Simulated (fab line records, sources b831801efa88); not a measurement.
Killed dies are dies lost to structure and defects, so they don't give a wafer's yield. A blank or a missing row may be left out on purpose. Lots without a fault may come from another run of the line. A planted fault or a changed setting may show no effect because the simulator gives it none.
Problem report in the 8D (eight disciplines) form, filled by code | flow sky130 | the parts of the form that need people (team, actions taken, sign-off) are left out

1. THE PROBLEM
overpolish_run_s at SKY_VIA2_CMP_24 reads a mean of 0.041 s on 2 wafers of 2 lots; wafers without a fault read 20.000 s with a standard deviation of 0.009. That is -99 or more standard deviations from the usual mean.
The step: polishes, stops on SiO2, t overpolish 20 s, target thk 0 nm.
First seen on wafer L405.4, day 37 09:35, on cmp-01. The record holds 42 wafers of 14 lots with a number at this step. Rule for "out", or "out of limits": more than 4 standard deviations from the usual mean. The other wafers with a number count as sound.

2. WHAT IT IS AND WHAT IT IS NOT
question                    | is                                   | is not
which readings at this step | overpolish_run_s, time_to_endpoint_s | motor_current_A
which lots                  | L405, L407                           | L402, L403, L404, L416, L417, L418, L419, L420, L421, L422, L423, L425
which wafers of those lots  | L405.4, L407.4                       | L405.1, L405.5, L407.2, L407.6
read on which tools         | cmp-01                               | cmp-02
when                        | from day 37 09:35                    | up to then (11 sound wafers); but 29 sound wafers of L407, L416, L417, L418, L419, L420, L421, L422, L423, L425 came after

3. SUSPECTS, AND WHAT RULES EACH OUT
Counting: a tool at a process step up to the reading stays a suspect if it ran every lot that is out. Sound lots after the first of them don't rule it out here, since some wafers of a struck lot are sound.
- cmp-01 at SKY_VIA2_CMP_24 (polishes, stops on SiO2, t overpolish 20 s, target thk 0 nm): kept. It ran every lot that is out, first L405 (day 37 09:35); its last sound lot up to then is L404 (day 37 01:27). Its own readings are out on those wafers: overpolish_run_s, time_to_endpoint_s.
Left after counting: cmp-01 at SKY_VIA2_CMP_24.

4. THE CAUSE (what the simulator had put in)
Process parameter drift: cmp-01, from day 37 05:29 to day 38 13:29, at SKY_VIA2_CMP_24. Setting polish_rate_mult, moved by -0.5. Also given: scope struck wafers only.
Counting left only this tool.

5. THE CHAIN OF EFFECTS, in route order
Each row: a reading whose mean over the struck wafers that have a number lies more than 3 standard deviations from the usual. Only readings for which the record gives a usual standard deviation are gone through. hours: the time from each lot's start at the first step in this table that gives one to its start at this step, as a median over the lots. sigmas: the change in usual standard deviations.
hours | step            | reading            | usual    | on struck wafers | change  | sigmas
0     | SKY_VIA2_CMP_24 | overpolish_run_s   | 20.000 s | 0.041            | -19.959 | -99 or more
0     | SKY_VIA2_CMP_24 | time_to_endpoint_s | 103 s    | 156              | +53     | +13
The process steps in it:
- SKY_VIA2_CMP_24: polishes, stops on SiO2, t overpolish 20 s, target thk 0 nm.

6. WHAT WOULD HAVE CAUGHT IT SOONER
In this record the first reading out of limits was taken at day 37 09:35, 4 hours after the fault began at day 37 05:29.
